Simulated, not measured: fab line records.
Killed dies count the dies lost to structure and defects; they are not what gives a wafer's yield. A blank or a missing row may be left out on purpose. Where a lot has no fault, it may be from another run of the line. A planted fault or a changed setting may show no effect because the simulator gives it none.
fab line records    flow sky130
record: lots: 6  wafers: 18  lastDay: 49
route steps=708 shown CAP2M@604 PAD_OPEN@708
lots that met no fault: taken from a fault-free run of the same line
startH: start of the lot's first displayed wafer, in hours after the record's first day    waitH: hours since the lot's step before    " the same as in the row above    L1.1+2: a row that stands for several wafers    - no value, or no start given    * or withheld: withheld    < > ~ a bound
route shown NAME@n: a module of which the file shows steps, and the number in the route of the first    usual: average and standard deviation across the fault-free wafers    same: alike in all rows    chamber/n: place in a boat    sites: each site's reading    _std_site: their standard deviation    _edge_site: the outer-site mean with the inner-site mean subtracted    radiusMm: how far each site lies from the wafer's centre    mask NAME#n: copy n    behind: the most recent tool/chamber to have shaped the wafer    hold: why the lot went on hold/how many hours it stayed there/how the hold came to an end    device: the transistor (n, p or np) that didn't switch    end of line: tests of these same wafers at the route's end    a step without rows: its recipe alone    killed: not the wafer's yield, but the dies lost to structure and defects at the first sort    map: dies across one wafer; x = killed, . = not, _ = none there
set.NAME: the setting the step ran with; set.NAME@STEP: the setting that earlier step ran with    model.NAME: the simulator's own value behind a step, which no gauge read
lots at some steps of the route; a table a step, a row a wafer
services: the hour from which a tool's chamber was out of use, counted from the record's first day as startH (under 0 if before that day), plus the number of hours and why
== steps ==
step: SKY_CAP2M_THK_MEAS_01
recipe: reads: SiO2_of_CAP2M_CVD_00
usual: CAP2M_CVD_00_THK: 15.40/0.24
lot.wafer  tool          chamber  startH   waitH  CAP2M_CVD_00_THK[nm]
L586.2     filmMetro-03  -        956.08   -      15.53
L586.5     "             -        "        "      15.65
L586.6     "             -        "        "      15.81
L588.1     filmMetro-01  -        970.93   -      15.18
L588.4     "             -        "        "      15.63
L588.5     "             -        "        "      15.35
L591.1     filmMetro-01  -        992.19   -      15.25
L591.3     "             -        "        "      15.16
L591.5     "             -        "        "      15.41
L592.2     filmMetro-01  -        1010.95  -      15.37
L592.3     "             -        "        "      15.33
L592.5     "             -        "        "      15.61
L593.3     filmMetro-02  -        1011.89  -      15.79
L593.5     "             -        "        "      15.72
L593.6     "             -        "        "      15.61
L597.1     filmMetro-02  -        1032.70  -      15.55
L597.3     "             -        "        "      15.44
L597.4     "             -        "        "      15.53
step: SKY_CAP2M_SPUTTER_02
recipe: material: TiN  targetThkNm: 200  tempC: 300  powerW: 6500  timeS: 166.7  chamberPressurePa: 0.4
usual: cathodeDcPowerW: 6499.8/1.3  throttleValvePct: 29.7/0.82
lot.wafer  tool           chamber  startH   waitH  cathodeDcPowerW  throttleValvePct
L586.2     pvdSputter-01  -        956.13   0.0    6498.2           28.7
L586.5     "              -        "        "      6499.3           28.6
L586.6     "              -        "        "      6502.7           30.2
L588.1     pvdSputter-01  -        970.99   0.1    6500.8           30.2
L588.4     "              -        "        "      6502.5           30.1
L588.5     "              -        "        "      6500.7           28.5
L591.1     pvdSputter-03  -        992.25   0.1    6498.2           29.2
L591.3     "              -        "        "      6499.6           29.1
L591.5     "              -        "        "      6499.3           29.3
L592.2     pvdSputter-02  -        1011.00  0.0    6499.0           30.2
L592.3     "              -        "        "      6499.3           31.6
L592.5     "              -        "        "      6501.6           30.7
L593.3     pvdSputter-01  -        1011.93  0.0    6503.0           30.2
L593.5     "              -        "        "      6501.6           28.3
L593.6     "              -        "        "      6501.2           30.1
L597.1     pvdSputter-01  -        1032.76  0.1    6498.4           30.3
L597.3     "              -        "        "      6500.2           30.2
L597.4     "              -        "        "      6500.7           30.0
step: SKY_CAP2M_RS_MEAS_03
recipe: thkMeasGauge: four-point-probe  reads: TiN_of_CAP2M_SPUTTER_02
usual: CAP2M_TIN_RS: 6.94/0.074
lot.wafer  tool          chamber  startH   waitH  CAP2M_TIN_RS[ohm/sq]
L586.2     filmMetro-03  -        956.26   0.1    6.98
L586.5     "             -        "        "      7.01
L586.6     "             -        "        "      6.97
L588.1     filmMetro-02  -        971.10   0.1    6.94
L588.4     "             -        "        "      7.00
L588.5     "             -        "        "      7.00
L591.1     filmMetro-02  -        992.36   0.1    6.81
L591.3     "             -        "        "      6.84
L591.5     "             -        "        "      6.80
L592.2     filmMetro-02  -        1011.13  0.1    6.80
L592.3     "             -        "        "      6.85
L592.5     "             -        "        "      6.92
L593.3     filmMetro-03  -        1012.08  0.1    7.00
L593.5     "             -        "        "      7.00
L593.6     "             -        "        "      6.93
L597.1     filmMetro-01  -        1032.87  0.1    7.03
L597.3     "             -        "        "      7.09
L597.4     "             -        "        "      7.05
step: SKY_CAP2M_THK_MEAS_04
recipe: thkMeasGauge: xrf  reads: TiN_of_CAP2M_SPUTTER_02
usual: CAP2M_TIN_THK: 202.5/2.3
lot.wafer  tool          chamber  startH   waitH  CAP2M_TIN_THK[nm]
L586.2     filmMetro-03  -        956.37   0.1    204.5
L586.5     "             -        "        "      203.0
L586.6     "             -        "        "      203.3
L588.1     filmMetro-02  -        971.22   0.1    202.3
L588.4     "             -        "        "      200.2
L588.5     "             -        "        "      200.4
L591.1     filmMetro-02  -        992.48   0.1    203.8
L591.3     "             -        "        "      203.9
L591.5     "             -        "        "      204.8
L592.2     filmMetro-02  -        1011.24  0.1    204.4
L592.3     "             -        "        "      203.0
L592.5     "             -        "        "      201.7
L593.3     filmMetro-03  -        1012.18  0.1    201.9
L593.5     "             -        "        "      203.6
L593.6     "             -        "        "      204.8
L597.1     filmMetro-01  -        1032.99  0.1    200.1
L597.3     "             -        "        "      198.4
L597.4     "             -        "        "      199.8
step: SKY_CAP2M_DEHYDRATE_05
recipe: tempC: 200  timeS: 60
step: SKY_CAP2M_HMDS_06
recipe: primeTimeS: 60  primeTempC: 120
step: SKY_CAP2M_COAT_07
recipe: resist: NOVOLAK  spinRpm: 3000  resistThkNm: 1140
step: SKY_CAP2M_SOFTBAKE_08
recipe: tempC: 90  timeS: 60  resist: NOVOLAK
step: SKY_CAP2M_EXPOSE_09
recipe: maskId: CAP2M  na: 0.6  sourceShape: conventional  sigmaOuter: 0.6  polarization: unpolarized  targetCdNm: 1000  doseMj: 159
step: SKY_CAP2M_PEB_10
recipe: tempC: withheld  timeS: *  resist: NOVOLAK
step: SKY_CAP2M_DEVELOP_11
recipe: resist: NOVOLAK  developer: TMAH  developTimeS: 60  devTempC: 23
step: SKY_CAP2M_OVL_MEAS_12
usual: CAP2M_OVL: 0.7/1.4
lot.wafer  tool        chamber  startH   waitH  CAP2M_OVL[nm]
L586.2     overlay-01  -        980.08   0.1    2.5
L586.5     "           -        "        "      2.0
L586.6     "           -        "        "      2.9
L588.1     overlay-02  -        994.80   0.1    0.4
L588.4     "           -        "        "      -0.1
L588.5     "           -        "        "      1.0
L591.1     overlay-02  -        1015.80  0.1    -1.0
L591.3     "           -        "        "      -0.4
L591.5     "           -        "        "      -1.0
L592.2     overlay-02  -        1033.56  0.1    0.4
L592.3     "           -        "        "      0.3
L592.5     "           -        "        "      0.0
L593.3     overlay-01  -        1034.09  0.1    3.2
L593.5     "           -        "        "      5.3
L593.6     "           -        "        "      2.5
L597.1     overlay-02  -        1053.73  0.1    0.2
L597.3     "           -        "        "      0.1
L597.4     "           -        "        "      0.6
step: SKY_CAP2M_METAL_ETCH_13
recipe: targetDepthNm: 220  stopOn: SiO2  chemistry: Cl2/BCl3  target: TiN  pressureMtorr: 10  icpW: 900  biasW: 48.5  Cl2_flow_sccm: 60  bcl3FlowSccm: 30  timeS: 62.9
usual: chamberPressureMTorr: 9.999/0.0084  drypumpMotorCurrentA: 5.3/0.35  oesProductAu: 0.939/0.0069  runLengthS: 91.2/0.72  throttleValvePct: 21.905/0.0099
lot.wafer  tool         chamber  startH   waitH  chamberPressureMTorr  drypumpMotorCurrentA  oesProductAu  rfHoursCounterH  runLengthS  throttleValvePct  model.NOVOLAK_of_CAP2M_COAT_07.thkNm
L586.2     rieMetal-01  0        980.11   0.0    10.001                5.3                   0.933         14               91.4        21.903            992.8
L586.5     "            1        "        "      9.996                 4.8                   0.935         -                90.7        21.905            997.1
L586.6     "            0        "        "      10.014                5.3                   0.939         -                91.1        21.914            992
L588.1     rieMetal-03  1        994.84   0.0    9.976                 5.6                   0.939         10               91.1        21.891            1000
L588.4     "            1        "        "      10.009                5.6                   0.922         -                91.0        21.920            998.5
L588.5     "            1        "        "      9.992                 5.6                   0.941         -                90.8        21.905            995.6
L591.1     rieMetal-01  0        1015.84  0.0    10.003                5.3                   0.984         17               89.5        21.869            1002
L591.3     "            1        "        "      9.997                 4.8                   0.974         -                88.3        21.891            1005
L591.5     "            1        "        "      9.995                 4.8                   0.976         -                88.4        21.865            1003
L592.2     rieMetal-04  1        1033.59  0.0    10.011                5.3                   0.951         14               91.7        21.899            989.4
L592.3     "            1        "        "      9.990                 5.3                   0.939         -                91.6        21.902            993.8
L592.5     "            0        "        "      10.009                5.2                   0.935         -                90.3        21.901            988.7
L593.3     rieMetal-01  0        1034.14  0.0    9.994                 5.3                   0.965         -                89.0        21.909            996.4
L593.5     "            0        "        "      9.989                 5.3                   0.966         -                89.3        21.880            996.9
L593.6     "            1        "        "      10.001                4.9                   0.966         -                88.8        21.879            1000
L597.1     rieMetal-04  0        1053.76  0.0    9.988                 5.3                   0.941         13               90.3        21.927            991.7
L597.3     "            0        "        "      10.019                5.3                   0.938         -                90.3        21.905            990.4
L597.4     "            1        "        "      9.986                 5.3                   0.936         -                91.9        21.911            997.9
step: SKY_CAP2M_STRIP_14
recipe: chemistry: O2/N2  powerW: 1400  pressureMtorr: 1500  platenTempC: withheld  o2FlowSccm: 3000  n2FlowSccm: 300  overashFraction: 0.5
usual: chamberPressureMTorr: 1499.9/1.5  drypumpMotorCurrentA: 5.9/0.59  n2FlowSccm: 300.1/0.82  oesProductAu: 0.710/0.0042  stripTimeToEndpointS: 12.67/0.041
lot.wafer  tool            chamber  startH   waitH  chamberPressureMTorr  drypumpMotorCurrentA  n2FlowSccm  oesProductAu  rfHoursCounterH  stripTimeToEndpointS
L586.2     plasmaAsher-02  1        980.19   0.1    1497.5                6.1                   299.3       0.712         115              12.65
L586.5     "               0        "        "      1498.5                4.9                   300.7       0.706         -                12.70
L586.6     "               1        "        "      1501.1                6.1                   299.6       0.709         -                12.64
L588.1     plasmaAsher-01  1        994.99   0.1    1498.7                5.8                   300.1       0.702         88               12.74
L588.4     "               0        "        "      1500.5                6.6                   299.0       0.714         -                12.71
L588.5     "               1        "        "      1499.6                5.8                   300.9       0.719         -                12.69
L591.1     plasmaAsher-02  1        1015.92  0.1    1499.7                6.0                   300.7       0.703         119              12.76
L591.3     "               1        "        "      1500.6                6.1                   301.0       0.705         -                12.79
L591.5     "               1        "        "      1499.9                6.0                   301.8       0.707         -                12.77
L592.2     plasmaAsher-04  1        1033.67  0.1    1500.2                5.8                   301.1       0.706         29               12.61
L592.3     "               0        "        "      1501.5                6.6                   299.6       0.702         -                12.67
L592.5     "               0        "        "      1499.5                6.6                   299.4       0.708         -                12.61
L593.3     plasmaAsher-04  0        1034.22  0.1    1498.7                6.6                   298.9       0.711         -                12.69
L593.5     "               1        "        "      1499.0                5.8                   299.4       0.705         -                12.69
L593.6     "               0        "        "      1501.7                6.6                   299.4       0.706         -                12.74
L597.1     plasmaAsher-02  1        1053.84  0.1    1501.7                6.1                   299.5       0.710         123              12.64
L597.3     "               1        "        "      1501.4                6.1                   301.6       0.708         -                12.61
L597.4     "               0        "        "      1499.9                5.0                   298.8       0.712         -                12.71
step: SKY_PAD_OPEN_PROBE_99
usual: defectLimitedYield: 82.5/2  killed_at_M0_to_M3: 44/7.4  killed_at_M4_up: 3.0/1.8  killedAtContacts: 24/5.1  killedAtFrontEnd: 15/4.3  killedAtOther: 0.3/0.54  killedDies: 86/9.9  killedOpen: 47/7.1  killedShort: 38/6.7  sort_bin_3_pad_short: 0.8/0.39  sort_bin_5_function: 10.4/1.5  sort_bin_6_memory: 6.2/1.2  sortNPass: 406/9.9  sortYieldPct: 82.5/2
same: grossDies: 492  killedAtBackSide: 0  sort_bin_4_leakage[%]: 0  sort_bin_8_speed[%]: 0
lot.wafer  tool       chamber  startH   waitH  defectLimitedYield[%]  killed_at_M0_to_M3  killed_at_M4_up  killedAtContacts  killedAtFrontEnd  killedAtOther  killedDies  killedOpen  killedShort  sort_bin_3_pad_short[%]  sort_bin_5_function[%]  sort_bin_6_memory[%]  sortNPass  sortYieldPct[%]
L591.1     prober-01  -        1132.15  0.1    83.5                   40                  2                26                12                1              81          42          39           1.4                      8.3                     6.7                   411        83.5
L591.3     prober-01  -        1132.25  0.2    83.7                   34                  5                25                16                0              80          40          40           0.6                      11.4                    4.3                   412        83.7
L591.5     prober-01  -        1132.35  0.2    82.3                   42                  3                31                11                0              87          49          38           0.6                      10.6                    6.5                   405        82.3
killed by level:class
L591.1 CONTACT:geometricParticle:short=9 CONTACT:geometricParticle:open=9 METAL2:geometricParticle:short=7 VIA2:geometricParticle:open=7 VIA1:geometricParticle:open=5 METAL1:geometricParticle:short=4 VIA1:geometricParticle:short=4 VIA3:geometricParticle:open=4
L591.3 CONTACT:geometricParticle:open=9 VIA1:geometricParticle:open=8 LI_CONTACT:geometricParticle:open=7 METAL1:geometricParticle:short=5 VIA1:geometricParticle:short=5 METAL4:geometricParticle:short=5 FIELD_ISO:geometricParticle:short=4 LOCAL_INTERCONNECT:geometricParticle:short=4
L591.5 CONTACT:geometricParticle:open=9 CONTACT:geometricParticle:short=8 VIA1:geometricParticle:open=7 VIA2:geometricParticle:open=7 METAL1:geometricParticle:short=6 VIA3:geometricParticle:open=6 METAL2:geometricParticle:short=5 POLY_GATE:geometricParticle:open=4
== services ==
tool            chamber  startH   hours  kind
pvdSputter-01   -        947.22   5.7    repair
rieMetal-03     0        961.10   45.0   repair
pvdSputter-01   3        975.94   -      consumableReplace:kit
pvdSputter-01   3        975.94   18.0   scheduledDown
pvdSputter-01   3        975.94   18.0   ventCycle
pvdSputter-02   3        995.78   -      consumableReplace:kit
pvdSputter-02   3        995.78   18.0   scheduledDown
pvdSputter-02   3        995.78   18.0   ventCycle
pvdSputter-03   2        1011.84  -      consumableReplace:kit
pvdSputter-03   2        1011.84  18.0   scheduledDown
pvdSputter-03   2        1011.84  18.0   ventCycle
plasmaAsher-01  -        1015.86  9.2    repair
pvdSputter-02   -        1020.43  8.2    repair
rieMetal-01     -        1025.86  1.4    pm
plasmaAsher-01  -        1028.03  6.2    repair
rieMetal-01     -        1040.47  2.8    pm
== key ==
firstSign: step: SKY_CAP2M_METAL_ETCH_13  reading: oesProductAu  direction: up  sigmas: 4.8  usual: 0.939  struck: 0.972
effect: step: SKY_CAP2M_METAL_ETCH_13  reading: runLengthS  direction: down  sigmas: 3.2  usual: *  struck: *
modelEffect: step: SKY_CAP2M_METAL_ETCH_13  value: NOVOLAK_of_CAP2M_COAT_07.thkNm  without: 995.2  struck: 1001
metAt SKY_CAP2M_METAL_ETCH_13
struckWafers L591.1,L591.3,L591.5,L593.3,L593.5,L593.6
onsetBetween 980.11 1015.84
fault: kind: processParameterDrift  tool: rieMetal-01  chamber: -  onsetH: 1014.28  steps: SKY_CAP2M_METAL_ETCH_13  channel: timeS  offset: *  shape: step  endH: 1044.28  actsIn: *  stated: *
